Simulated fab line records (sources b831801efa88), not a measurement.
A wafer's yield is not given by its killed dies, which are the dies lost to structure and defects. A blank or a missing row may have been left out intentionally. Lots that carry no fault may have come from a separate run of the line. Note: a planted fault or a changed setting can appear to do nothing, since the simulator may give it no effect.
fab line records + flow sky130
record:
- lots: 11
- wafers: 33
- last-day: 50
route steps=708 shown METAL5@663 PAD_OPEN@708
lots that met no fault: taken from a fault-free run of the same line
start-h: hours from the record's first day to the start of the lot's first wafer shown + wait-h: time in hours since the lot's previous step + " as in the row above + L1.1+2: a row that stands for several wafers + - no value, or no start given + * or withheld: withheld + < > ~ a bound
route shown NAME@n: a module of which the file shows steps, and the number in the route of the first + usual: the fault-free wafers' mean and standard deviation + same: alike in all rows + chamber/n: place in a boat + sites: readings site by site + _std_site: standard deviation across them + _edge_site: the outer-site mean with the inner-site mean subtracted + radius-mm: for every site, how far away it sits from the centre of the wafer + mask NAME#n: copy n + behind: the last tool/chamber to shape the wafer + hold: what put the lot on hold/how long, in hours/how the hold closed + device: which transistor (n, p or np) failed to switch + end of line: the route-end tests of the same wafers + for a step that has no rows: nothing shown but its recipe + killed: dies lost to structure and defects at the first sort, not the wafer's yield + map: per-die view of a wafer (x killed, . not killed, _ where there is no die)
set.NAME: the setting that was run; set.NAME@STEP: the one run at that earlier step + model.NAME: the simulator's own value behind a step, which no gauge read
the route's steps for a sample of lots (tables are steps, rows are wafers)
services: the hour from which a tool's chamber was out of use, counted from the record's first day as start-h (under 0 if before that day), plus the number of hours and why
== steps ==
step: SKY_METAL5_SPUTTER_02
recipe:
- material: AlCu
- target-thk-nm: 1150
- power-w: 10600
- time-s: 61.2
- chamber-pressure-pa: 0.4
usual:
- cathode-dc-power-W: 10600/2.1
- chamber-pressure-pa: 0.4000/0.00077
- throttle-valve-pct: 30.0/1.1
| lot.wafer | tool           | chamber | start-h | wait-h | cathode-dc-power-W | chamber-pressure-pa | throttle-valve-pct |
|-----------|----------------|---------|---------|--------|--------------------|---------------------|--------------------|
| L523.1    | pvd-sputter-01 | -       | 1017.85 | 0.0    | 10602              | 0.3990              | 30.3               |
| L523.5    | "              | -       | "       | "      | 10604              | 0.3988              | 28.7               |
| L523.6    | "              | -       | "       | "      | 10595              | 0.3974              | 28.3               |
| L524.3    | pvd-sputter-04 | -       | 1020.59 | 0.0    | 10600              | 0.3994              | 30.1               |
| L524.4    | "              | -       | "       | "      | 10600              | 0.4003              | 29.1               |
| L524.5    | "              | -       | "       | "      | 10600              | 0.4002              | 30.1               |
| L527.1    | pvd-sputter-04 | -       | 1040.36 | 0.0    | 10601              | 0.3999              | 29.3               |
| L527.2    | "              | -       | "       | "      | 10600              | 0.4000              | 30.8               |
| L527.3    | "              | -       | "       | "      | 10601              | 0.3992              | 30.0               |
| L525.1    | pvd-sputter-04 | -       | 1042.41 | 0.0    | 10600              | 0.4001              | 28.8               |
| L525.3    | "              | -       | "       | "      | 10599              | 0.4009              | 30.0               |
| L525.6    | "              | -       | "       | "      | 10602              | 0.4006              | 29.1               |
| L528.1    | pvd-sputter-02 | -       | 1070.12 | 0.0    | 10598              | 0.4002              | 28.9               |
| L528.3    | "              | -       | "       | "      | 10600              | 0.4013              | 32.3               |
| L528.6    | "              | -       | "       | "      | 10600              | 0.4000              | 28.9               |
| L536.3    | pvd-sputter-04 | -       | 1104.64 | 0.0    | 10600              | 0.5600              | 26.2               |
| L536.4    | "              | -       | "       | "      | 10601              | 0.5596              | 25.8               |
| L536.6    | "              | -       | "       | "      | 10598              | 0.5597              | 26.0               |
| L538.2    | pvd-sputter-04 | -       | 1116.25 | 0.0    | 10601              | 0.5602              | 24.7               |
| L538.4    | "              | -       | "       | "      | 10599              | 0.5609              | 25.8               |
| L538.6    | "              | -       | "       | "      | 10600              | 0.5590              | 25.2               |
| L539.1    | pvd-sputter-04 | -       | 1117.20 | 0.0    | 10604              | 0.5608              | 25.4               |
| L539.2    | "              | -       | "       | "      | 10601              | 0.5598              | 25.9               |
| L539.4    | "              | -       | "       | "      | 10599              | 0.5609              | 24.5               |
| L540.3    | pvd-sputter-02 | -       | 1121.14 | 0.0    | 10601              | 0.3980              | 30.6               |
| L540.4    | "              | -       | "       | "      | 10596              | 0.4025              | 32.3               |
| L540.5    | "              | -       | "       | "      | 10600              | 0.3996              | 28.7               |
| L542.1    | pvd-sputter-02 | -       | 1133.95 | 0.0    | 10601              | 0.3996              | 31.0               |
| L542.4    | "              | -       | "       | "      | 10602              | 0.3992              | 32.3               |
| L542.5    | "              | -       | "       | "      | 10601              | 0.3991              | 32.4               |
| L543.2    | pvd-sputter-02 | -       | 1139.47 | 0.0    | 10602              | 0.4007              | 32.3               |
| L543.3    | "              | -       | "       | "      | 10603              | 0.4012              | 29.2               |
| L543.6    | "              | -       | "       | "      | 10598              | 0.4003              | 29.0               |
step: SKY_METAL5_RS_MEAS_05
recipe:
- thk-meas-gauge: four-point-probe
- reads: TiN_of_METAL5_SPUTTER_04+Ti_of_METAL5_SPUTTER_03+AlCu_of_METAL5_SPUTTER_02+TiN_of_METAL5_SPUTTER_01+Ti_of_METAL5_SPUTTER_00
usual:
- METAL5_ALCU_RS: 0.02703/0.00027
| lot.wafer | tool          | chamber | start-h | wait-h | hold                     | METAL5_ALCU_RS[ohm/sq] |
|-----------|---------------|---------|---------|--------|--------------------------|------------------------|
| L523.1    | film-metro-02 | -       | 1017.97 | 0.0    | -                        | 0.02724                |
| L523.5    | "             | -       | "       | "      | -                        | 0.02699                |
| L523.6    | "             | -       | "       | "      | -                        | 0.02708                |
| L524.3    | film-metro-03 | -       | 1020.75 | 0.1    | -                        | 0.02721                |
| L524.4    | "             | -       | "       | "      | -                        | 0.02706                |
| L524.5    | "             | -       | "       | "      | -                        | 0.02698                |
| L527.1    | film-metro-02 | -       | 1040.48 | 0.0    | -                        | 0.02705                |
| L527.2    | "             | -       | "       | "      | -                        | 0.02682                |
| L527.3    | "             | -       | "       | "      | -                        | 0.02694                |
| L525.1    | film-metro-04 | -       | 1042.53 | 0.0    | -                        | 0.02696                |
| L525.3    | "             | -       | "       | "      | -                        | 0.02691                |
| L525.6    | "             | -       | "       | "      | -                        | 0.02696                |
| L528.1    | film-metro-03 | -       | 1070.24 | 0.0    | -                        | 0.02671                |
| L528.3    | "             | -       | "       | "      | -                        | 0.02726                |
| L528.6    | "             | -       | "       | "      | -                        | 0.02685                |
| L536.3    | film-metro-02 | -       | 1104.80 | 0.1    | await-dispo/0.2h/release | 0.02961                |
| L536.4    | "             | -       | "       | "      | await-dispo/0.2h/release | 0.02985                |
| L536.6    | "             | -       | "       | "      | await-dispo/0.2h/release | 0.02965                |
| L536.3    | film-metro-02 | -       | 1105.09 | 0.3    | -                        | 0.02958                |
| L536.4    | "             | -       | "       | "      | -                        | 0.02982                |
| L536.6    | "             | -       | "       | "      | -                        | 0.02969                |
| L538.2    | film-metro-02 | -       | 1116.39 | 0.0    | await-dispo/0.2h/release | 0.02988                |
| L538.4    | "             | -       | "       | "      | await-dispo/0.2h/release | 0.02971                |
| L538.6    | "             | -       | "       | "      | await-dispo/0.2h/release | 0.02986                |
| L538.2    | film-metro-02 | -       | 1116.73 | 0.3    | -                        | 0.02997                |
| L538.4    | "             | -       | "       | "      | -                        | 0.02972                |
| L538.6    | "             | -       | "       | "      | -                        | 0.02985                |
| L539.1    | film-metro-02 | -       | 1117.32 | 0.0    | await-dispo/0.2h/release | 0.02984                |
| L539.2    | "             | -       | "       | "      | await-dispo/0.2h/release | 0.0293                 |
| L539.4    | "             | -       | "       | "      | await-dispo/0.2h/release | 0.02989                |
| L539.1    | film-metro-02 | -       | 1117.60 | 0.3    | -                        | 0.02978                |
| L539.2    | "             | -       | "       | "      | -                        | 0.02929                |
| L539.4    | "             | -       | "       | "      | -                        | 0.02995                |
| L540.3    | film-metro-02 | -       | 1121.30 | 0.1    | -                        | 0.02708                |
| L540.4    | "             | -       | "       | "      | -                        | 0.02683                |
| L540.5    | "             | -       | "       | "      | -                        | 0.02718                |
| L542.1    | film-metro-03 | -       | 1134.07 | 0.0    | -                        | 0.02752                |
| L542.4    | "             | -       | "       | "      | -                        | 0.02729                |
| L542.5    | "             | -       | "       | "      | -                        | 0.02723                |
| L543.2    | film-metro-04 | -       | 1139.61 | 0.0    | -                        | 0.02705                |
| L543.3    | "             | -       | "       | "      | -                        | 0.02703                |
| L543.6    | "             | -       | "       | "      | -                        | 0.02705                |
step: SKY_METAL5_THK_MEAS_06
recipe:
- thk-meas-gauge: xrf
- reads: AlCu_of_METAL5_SPUTTER_02
usual:
- METAL5_ALCU_THK: 1148/13
| lot.wafer | tool          | chamber | start-h | wait-h | hold                     | METAL5_ALCU_THK[nm] |
|-----------|---------------|---------|---------|--------|--------------------------|---------------------|
| L523.1    | film-metro-02 | -       | 1018.09 | 0.1    | -                        | 1159                |
| L523.5    | "             | -       | "       | "      | -                        | 1158                |
| L523.6    | "             | -       | "       | "      | -                        | 1157                |
| L524.3    | film-metro-03 | -       | 1020.85 | 0.1    | -                        | 1130                |
| L524.4    | "             | -       | "       | "      | -                        | 1137                |
| L524.5    | "             | -       | "       | "      | -                        | 1144                |
| L527.1    | film-metro-02 | -       | 1040.60 | 0.1    | -                        | 1153                |
| L527.2    | "             | -       | "       | "      | -                        | 1169                |
| L527.3    | "             | -       | "       | "      | -                        | 1166                |
| L525.1    | film-metro-04 | -       | 1042.65 | 0.1    | -                        | 1137                |
| L525.3    | "             | -       | "       | "      | -                        | 1146                |
| L525.6    | "             | -       | "       | "      | -                        | 1131                |
| L528.1    | film-metro-03 | -       | 1070.36 | 0.1    | -                        | 1163                |
| L528.3    | "             | -       | "       | "      | -                        | 1138                |
| L528.6    | "             | -       | "       | "      | -                        | 1154                |
| L536.3    | film-metro-02 | -       | 1110.72 | 5.6    | await-dispo/0.2h/release | 1062                |
| L536.4    | "             | -       | "       | "      | await-dispo/0.2h/release | 1053                |
| L536.6    | "             | -       | "       | "      | await-dispo/0.2h/release | 1064                |
| L536.3    | film-metro-02 | -       | 1110.95 | 0.2    | -                        | 1063                |
| L536.4    | "             | -       | "       | "      | -                        | 1053                |
| L536.6    | "             | -       | "       | "      | -                        | 1059                |
| L540.3    | film-metro-02 | -       | 1121.40 | 0.1    | -                        | 1154                |
| L540.4    | "             | -       | "       | "      | -                        | 1155                |
| L540.5    | "             | -       | "       | "      | -                        | 1144                |
| L538.2    | film-metro-02 | -       | 1121.88 | 5.1    | await-dispo/0.2h/release | 1043                |
| L538.4    | "             | -       | "       | "      | await-dispo/0.2h/release | 1058                |
| L538.6    | "             | -       | "       | "      | await-dispo/0.2h/release | 1051                |
| L538.2    | film-metro-02 | -       | 1122.11 | 0.2    | -                        | 1044                |
| L538.4    | "             | -       | "       | "      | -                        | 1054                |
| L538.6    | "             | -       | "       | "      | -                        | 1048                |
| L539.1    | film-metro-02 | -       | 1126.05 | 8.4    | await-dispo/0.2h/release | 1056                |
| L539.2    | "             | -       | "       | "      | await-dispo/0.2h/release | 1076                |
| L539.4    | "             | -       | "       | "      | await-dispo/0.2h/release | 1051                |
| L539.1    | film-metro-02 | -       | 1126.27 | 0.2    | -                        | 1057                |
| L539.2    | "             | -       | "       | "      | -                        | 1073                |
| L539.4    | "             | -       | "       | "      | -                        | 1048                |
| L542.1    | film-metro-03 | -       | 1134.19 | 0.1    | -                        | 1133                |
| L542.4    | "             | -       | "       | "      | -                        | 1144                |
| L542.5    | "             | -       | "       | "      | -                        | 1148                |
| L543.2    | film-metro-04 | -       | 1139.72 | 0.1    | -                        | 1142                |
| L543.3    | "             | -       | "       | "      | -                        | 1149                |
| L543.6    | "             | -       | "       | "      | -                        | 1149                |
step: SKY_METAL5_METAL_ETCH_15
recipe:
- target-depth-a: 12600
- stop-on: SiO2
- over-etch-frac: 0.2
- time-s: 252
- chemistry: Cl2/BCl3
- resist-sidewall-deg: 86
- pressure-mtorr: 10
- icp-w: 900
- bias-w: 48.5
- Cl2_flow_sccm: 60
- bcl3-flow-sccm: 30
usual:
- bcl3-flow-sccm: 30.00/0.084
- drypump-motor-current-A: 5.6/0.34
- he-backside-leak-sccm: 3.4/0.32
- mfc-cl2-sccm: 59.99/0.18
- oes-product-au: 0.894/0.0049
- throttle-valve-pct: 22.266/0.0094
| lot.wafer | tool         | chamber | start-h | wait-h | bcl3-flow-sccm | drypump-motor-current-A | he-backside-leak-sccm | mfc-cl2-sccm | oes-product-au | rf-hours-counter-h | throttle-valve-pct |
|-----------|--------------|---------|---------|--------|----------------|-------------------------|-----------------------|--------------|----------------|--------------------|--------------------|
| L523.1    | rie-metal-02 | 1       | 1040.92 | 0.0    | 29.99          | 5.0                     | 3.3                   | 59.74        | 0.894          | 18                 | 22.275             |
| L523.5    | "            | 0       | "       | "      | 30.05          | 5.8                     | 3.4                   | 59.90        | 0.896          | -                  | 22.282             |
| L523.6    | "            | 1       | "       | "      | 30.07          | 5.0                     | 3.5                   | 60.15        | 0.896          | -                  | 22.259             |
| L524.3    | rie-metal-04 | 1       | 1044.28 | 0.1    | 29.93          | 5.6                     | 3.3                   | 60.19        | 0.891          | -                  | 22.274             |
| L524.4    | "            | 0       | "       | "      | 30.04          | 5.9                     | 3.1                   | 60.29        | 0.897          | -                  | 22.273             |
| L524.5    | "            | 1       | "       | "      | 29.89          | 5.7                     | 3.6                   | 60.21        | 0.893          | -                  | 22.275             |
| L527.1    | rie-metal-02 | 1       | 1062.03 | 0.0    | 30.13          | 5.0                     | 3.4                   | 60.08        | 0.887          | 19                 | 22.275             |
| L527.2    | "            | 0       | "       | "      | 29.99          | 5.8                     | 3.3                   | 60.15        | 0.892          | 16                 | 22.269             |
| L527.3    | "            | 0       | "       | "      | 29.89          | 5.8                     | 3.4                   | 59.91        | 0.899          | -                  | 22.280             |
| L525.1    | rie-metal-04 | 1       | 1064.02 | 0.0    | 30.07          | 5.6                     | 3.4                   | 60.28        | 0.891          | 7                  | 22.274             |
| L525.3    | "            | 1       | "       | "      | 30.10          | 5.7                     | 3.2                   | 59.98        | 0.894          | -                  | 22.265             |
| L525.6    | "            | 1       | "       | "      | 30.03          | 5.7                     | 3.2                   | 60.15        | 0.903          | -                  | 22.252             |
| L528.1    | rie-metal-04 | 0       | 1091.77 | 0.0    | 29.92          | 5.9                     | 3.2                   | 60.04        | 0.897          | 22                 | 22.254             |
| L528.3    | "            | 1       | "       | "      | 30.09          | 5.7                     | 3.6                   | 59.80        | 0.897          | -                  | 22.262             |
| L528.6    | "            | 1       | "       | "      | 30.01          | 5.7                     | 3.4                   | 59.88        | 0.895          | -                  | 22.280             |
| L536.3    | rie-metal-02 | 0       | 1124.93 | 0.1    | 29.89          | 5.8                     | 3.3                   | 59.95        | 0.862          | -                  | 22.277             |
| L536.4    | "            | 1       | "       | "      | 29.92          | 5.0                     | 3.4                   | 60.13        | 0.864          | -                  | 22.257             |
| L536.6    | "            | 0       | "       | "      | 30.04          | 5.8                     | 3.4                   | 59.76        | 0.869          | -                  | 22.259             |
| L538.2    | rie-metal-02 | 0       | 1135.77 | 0.0    | 29.87          | 5.8                     | 3.5                   | 60.17        | 0.863          | 22                 | 22.268             |
| L538.4    | "            | 0       | "       | "      | 30.03          | 5.8                     | 3.6                   | 59.98        | 0.869          | -                  | 22.258             |
| L538.6    | "            | 0       | "       | "      | 30.05          | 5.8                     | 3.4                   | 59.92        | 0.866          | -                  | 22.277             |
| L539.1    | rie-metal-04 | 0       | 1136.96 | 0.0    | 29.84          | 5.9                     | 3.2                   | 59.83        | 0.862          | 25                 | 22.264             |
| L539.2    | "            | 1       | "       | "      | 30.12          | 5.7                     | 3.5                   | 60.04        | 0.865          | 12                 | 22.270             |
| L539.4    | "            | 0       | "       | "      | 29.89          | 5.9                     | 3.3                   | 60.11        | 0.862          | -                  | 22.280             |
| L540.3    | rie-metal-03 | 1       | 1140.29 | 0.1    | 29.91          | 5.6                     | 3.4                   | 59.87        | 0.883          | -                  | 22.275             |
| L540.4    | "            | 0       | "       | "      | 30.17          | 5.9                     | 3.4                   | 60.07        | 0.901          | -                  | 22.277             |
| L540.5    | "            | 1       | "       | "      | 29.98          | 5.6                     | 3.4                   | 59.57        | 0.895          | -                  | 22.259             |
| L542.1    | rie-metal-03 | 1       | 1153.07 | 0.0    | 30.01          | 5.6                     | 3.4                   | 60.26        | 0.891          | 22                 | 22.282             |
| L542.4    | "            | 1       | "       | "      | 30.18          | 5.6                     | 3.5                   | 60.46        | 0.893          | -                  | 22.248             |
| L542.5    | "            | 1       | "       | "      | 29.95          | 5.6                     | 3.4                   | 59.99        | 0.890          | -                  | 22.262             |
| L543.2    | rie-metal-03 | 0       | 1158.72 | 0.0    | 29.99          | 5.9                     | 3.5                   | 59.89        | 0.901          | 15                 | 22.259             |
| L543.3    | "            | 1       | "       | "      | 29.96          | 5.6                     | 3.5                   | 60.03        | 0.896          | -                  | 22.256             |
| L543.6    | "            | 1       | "       | "      | 30.08          | 5.6                     | 3.4                   | 59.92        | 0.892          | -                  | 22.259             |
step: SKY_PAD_OPEN_PROBE_99
usual:
- defect-limited-yield: 82.5/2
- killed_at_M0_to_M3: 44/7.7
- killed_at_M4_up: 3.0/1.9
- killed-at-contacts: 25/5.6
- killed-at-front-end: 15/4.6
- killed-at-other: 0.3/0.47
- killed-dies: 86/9.9
- killed-open: 47/7.4
- killed-short: 39/5.9
- sort_bin_3_pad_short: 0.8/0.37
- sort_bin_5_function: 10.4/1.5
- sort_bin_6_memory: 6.3/1
- sort-n-pass: 406/9.9
- sort-yield-pct: 82.5/2
same:
- gross-dies: 492
- killed-at-back-side: 0
- sort_bin_4_leakage[%]: 0
- sort_bin_8_speed[%]: 0
| lot.wafer | tool      | chamber | start-h | wait-h | defect-limited-yield[%] | killed_at_M0_to_M3 | killed_at_M4_up | killed-at-contacts | killed-at-front-end | killed-at-other | killed-dies | killed-open | killed-short | sort_bin_3_pad_short[%] | sort_bin_5_function[%] | sort_bin_6_memory[%] | sort-n-pass | sort-yield-pct[%] |
|-----------|-----------|---------|---------|--------|-------------------------|--------------------|-----------------|--------------------|---------------------|-----------------|-------------|-------------|--------------|-------------------------|------------------------|----------------------|-------------|-------------------|
| L536.4    | prober-02 | -       | 1165.79 | 0.2    | 81.5                    | 53                 | 3               | 18                 | 16                  | 1               | 91          | 48          | 43           | 0.6                     | 9.1                    | 8.7                  | 401         | 81.5              |
| L539.1    | prober-01 | -       | 1176.69 | 0.1    | 81.3                    | 48                 | 3               | 29                 | 12                  | 0               | 92          | 52          | 40           | 1.2                     | 12.2                   | 5.3                  | 400         | 81.3              |
| L539.4    | prober-01 | -       | 1176.84 | 0.2    | 83.1                    | 41                 | 3               | 29                 | 10                  | 0               | 83          | 52          | 31           | 0.8                     | 10.8                   | 5.3                  | 409         | 83.1              |
| L543.2    | prober-01 | -       | 1195.17 | 0.1    | 85.2                    | 37                 | 2               | 26                 | 7                   | 1               | 73          | 42          | 31           | 0.6                     | 9.3                    | 4.9                  | 419         | 85.2              |
| L543.3    | prober-01 | -       | 1195.22 | 0.2    | 81.5                    | 51                 | 1               | 22                 | 17                  | 0               | 91          | 50          | 41           | 0.6                     | 10.0                   | 7.9                  | 401         | 81.5              |
| L543.6    | prober-01 | -       | 1195.37 | 0.2    | 83.3                    | 37                 | 6               | 26                 | 13                  | 0               | 82          | 49          | 33           | 0.6                     | 9.8                    | 6.3                  | 410         | 83.3              |
killed by level:class
L536.4 VIA1:geometric-particle:open=15 VIA3:geometric-particle:open=10 VIA3:geometric-particle:short=10 CONTACT:geometric-particle:open=8 FIELD_ISO:geometric-particle:short=4 POLY_GATE:geometric-particle:short=4 METAL1:geometric-particle:short=4 VIA2:geometric-particle:open=4
L539.1 VIA2:geometric-particle:open=11 VIA1:geometric-particle:open=11 LI_CONTACT:geometric-particle:open=8 CONTACT:geometric-particle:short=8 VIA1:geometric-particle:short=7 CONTACT:geometric-particle:open=6 VIA3:geometric-particle:open=5 POLY_GATE:geometric-particle:short=4
L539.4 CONTACT:geometric-particle:open=10 LI_CONTACT:geometric-particle:open=9 VIA3:geometric-particle:open=9 VIA1:geometric-particle:open=6 CONTACT:geometric-particle:short=5 VIA2:geometric-particle:open=5 VIA1:geometric-particle:short=4 METAL1:geometric-particle:short=4
L543.2 LI_CONTACT:geometric-particle:open=11 VIA1:geometric-particle:open=9 CONTACT:geometric-particle:open=6 CONTACT:geometric-particle:short=5 VIA1:geometric-particle:short=5 VIA2:geometric-particle:short=4 VIA2:geometric-particle:open=4 FIELD_ISO:geometric-particle:open=3
L543.3 LI_CONTACT:geometric-particle:open=9 VIA1:geometric-particle:open=9 VIA2:geometric-particle:open=7 FIELD_ISO:geometric-particle:short=6 CONTACT:geometric-particle:open=6 VIA3:geometric-particle:short=6 POLY_GATE:geometric-particle:open=5 METAL1:geometric-particle:short=5
L543.6 VIA1:geometric-particle:open=10 VIA2:geometric-particle:open=8 CONTACT:geometric-particle:short=7 CONTACT:geometric-particle:open=7 LI_CONTACT:geometric-particle:open=5 METAL4:geometric-particle:short=5 FIELD_ISO:geometric-particle:open=4 LI_CONTACT:geometric-particle:short=4
== services ==
| tool           | chamber | start-h | hours | kind   |
|----------------|---------|---------|-------|--------|
| pvd-sputter-04 | -       | 1005.53 | 7.4   | repair |
| pvd-sputter-04 | -       | 1020.76 | 1.1   | repair |
| rie-metal-03   | -       | 1035.85 | 1.5   | repair |
| pvd-sputter-01 | -       | 1043.85 | 0.7   | repair |
| rie-metal-04   | 1       | 1048.71 | 2.9   | repair |
| rie-metal-02   | -       | 1114.03 | 0.2   | repair |
== key ==
first-sign:
- step: SKY_METAL5_SPUTTER_02
- reading: chamber-pressure-pa
- direction: up
- sigmas: 99+
- usual: 0.4000
- struck: 0.5601
effect:
- step: SKY_METAL5_SPUTTER_02
- reading: throttle-valve-pct
- direction: down
- sigmas: 4.1
- usual: 30.0
- struck: 25.5
effect:
- step: SKY_METAL5_RS_MEAS_05
- reading: visit
- direction: added
effect:
- step: SKY_METAL5_RS_MEAS_05
- reading: METAL5_ALCU_RS
- direction: up
- sigmas: 10
- usual: 0.02703
- struck: 0.02973
effect:
- step: SKY_METAL5_THK_MEAS_06
- reading: visit
- direction: added
effect:
- step: SKY_METAL5_THK_MEAS_06
- reading: METAL5_ALCU_THK
- direction: down
- sigmas: 6.9
- usual: 1148
- struck: 1057
effect:
- step: SKY_METAL5_METAL_ETCH_15
- reading: oes-product-au
- direction: down
- sigmas: 6.1
- usual: 0.894
- struck: 0.865
met-at SKY_METAL5_SPUTTER_02
struck-lots L536,L538,L539
onset-between 1042.41 1104.64
fault:
- kind: process-parameter-drift
- tool: pvd-sputter-04
- chamber: -
- onset-h: 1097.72
- steps: SKY_METAL5_SPUTTER_02
- channel: chamber-pressure-pa
- offset: 0.16019
- shape: step
- end-h: 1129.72
- acts-in: these-recipes-only
- stated: 0.4
